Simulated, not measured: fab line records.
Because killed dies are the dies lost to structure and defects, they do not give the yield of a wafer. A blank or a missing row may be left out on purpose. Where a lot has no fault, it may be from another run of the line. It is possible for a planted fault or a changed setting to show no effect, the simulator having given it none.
Comparing a struck lot with a sound one | flow gf180mcu | 22 out of 602 route steps
Sound: wafers L460.2, L460.3, L460.5. The struck wafers were L451.2, L451.4, L451.5. The cause is named last.
Per side, at each step with rows, come the tool, then ch with its chambers, and then its first start. Under that, the readings that differ: sound wafers | struck wafers | difference of the means | sigmas: that difference in standard deviations of wafers without a fault.
alike: readings with means less than 2 such deviations apart, plus words and numbers identical on both sides. not compared: withheld readings, readings lacking a value on some wafer, bounds such as >300 that could conceal the same value, and numbers that have no deviation in the record and whose values overlap.
A row with sigmas, a row that says differs or no value, or rows on one side alone: a step with any of these is where the two part. Numbers that have no deviation but don't overlap get no sigmas and don't part them. A reading missing from all wafers of one side parts the sides only when that side holds two or more wafers.

first, 4 steps without rows for these wafers: GF_TOP_METAL_SOFTBAKE_10 (time 60 s); GF_TOP_METAL_EXPOSE_11 (exposes mask MetalTop, target cd 440 nm); GF_TOP_METAL_PEB_12; GF_TOP_METAL_DEVELOP_13 (develop time 60 s).
GF_TOP_METAL_CD_MEAS_14 targets a cd of 440 nm.
  sound on cd sem-01 at day 31 19:19; struck on cd sem-01 at day 29 00:50
  alike: cd nm
GF_TOP_METAL_OVL_MEAS_15:
  sound on overlay-01 at day 31 19:25; struck on overlay-01 at day 29 00:56
  alike: TOP_METAL_OVL
GF_TOP_METAL_METAL_ETCH_16: etches the open film in Cl2/BCl3, stops on SiO2, target depth 1077.5 nm, time 179.6 s.
  sound on rie metal-03 ch 0,1, day 31 19:27; struck on rie metal-01 ch 0,1, day 29 00:58
  alike: bcl3 flow sccm, drypump motor current A, oes product au, throttle valve pct
  not compared: rf hours counter h
GF_TOP_METAL_STRIP_17: strips in O2/N2.
  sound on plasma asher-02 ch 0,1, day 31 19:37; struck on plasma asher-04 ch 0,1, day 29 01:09
  alike: drypump motor current A, heater power w, n2 flow sccm, o2 flow sccm, oes product au, strip time to endpoint s
  not compared: rf hours counter h
then, 2 steps without rows for these wafers: GF_TOP_METAL_STRIP_18 (strips in post etch residue remover, time 1200 s); GF_TOP_METAL_CLEAN_19 (cleans in DIW).
GF_PASSIVATION_CVD_00: deposits SiO2 from TEOS, target thk 1000 nm, time 111.95 s.
  sound on pecvd-01 ch 0,1, day 31 20:30; struck on pecvd-03 ch 0,1, day 29 01:41
  alike: heater power outer w, heater power w
GF_PASSIVATION_THK_MEAS_01:
  sound on film metro-03 at day 31 20:35; struck on film metro-01 at day 29 01:49
  alike: PASSIVATION_CVD_00_THK
GF_PASSIVATION_CVD_02: deposits Si3N4, target thk 700 nm, time 486.18 s.
  sound on pecvd-04 ch 0,1, day 31 20:38; struck on pecvd-04 ch 1,2, day 29 01:52
  no value came back on the struck wafers for heater power outer w (W), heater power w (W); on the sound wafers heater power outer w (W) reads 374 407 434
then, 7 steps without rows for these wafers: GF_PASSIVATION_DEHYDRATE_04 (time 60 s); GF_PASSIVATION_HMDS_05 (prime time 60 s); GF_PASSIVATION_COAT_06 (resist thk 4000 nm); GF_PASSIVATION_SOFTBAKE_07; GF_PASSIVATION_EXPOSE_08 (exposes mask Pad, target cd 40000 nm); GF_PASSIVATION_PEB_09; GF_PASSIVATION_DEVELOP_10 (develop time 62.94 s).
GF_PASSIVATION_ETCH_11: etches the open film in CF4/O2, stops on TiN, target depth 1800 nm, time 400 s.
  sound on rie diel-02 ch 0,2,3, day 32 13:28; struck on rie diel-01 ch 0,2, day 29 21:04
  reading                                 | sound             | struck            | difference | sigmas
  oes product au (a.u.)                   | 0.958 0.962 0.971 | 0.984 0.988 0.987 | +0.023     | +3
  model.PASSIVATION.feature depth nm (nm) | 1682 1696 1725    | 1769 1800 1767    | +78        |
  model.etch.depth nm (nm)                | 1682 1696 1725    | 1769 1800 1767    | +78        |
  alike: drypump motor current A, throttle valve pct
  not compared: rf hours counter h
GF_PASSIVATION_STRIP_12: strips in O2/N2.
  sound on plasma asher-03 ch 0, day 32 13:42; struck on plasma asher-01 ch 0,1, day 29 21:18
  reading                      | sound             | struck            | difference | sigmas
  strip time to endpoint s (s) | 34.59 34.68 34.44 | 35.00 34.86 35.17 | +0.44      | +2
  alike: drypump motor current A, heater power w, n2 flow sccm, o2 flow sccm, oes product au
  not compared: rf hours counter h

== WHERE THEY PART ==
Earliest at GF_PASSIVATION_CVD_02; latest, in this record, at GF_PASSIVATION_STRIP_12.

WHY: what the simulator had put in
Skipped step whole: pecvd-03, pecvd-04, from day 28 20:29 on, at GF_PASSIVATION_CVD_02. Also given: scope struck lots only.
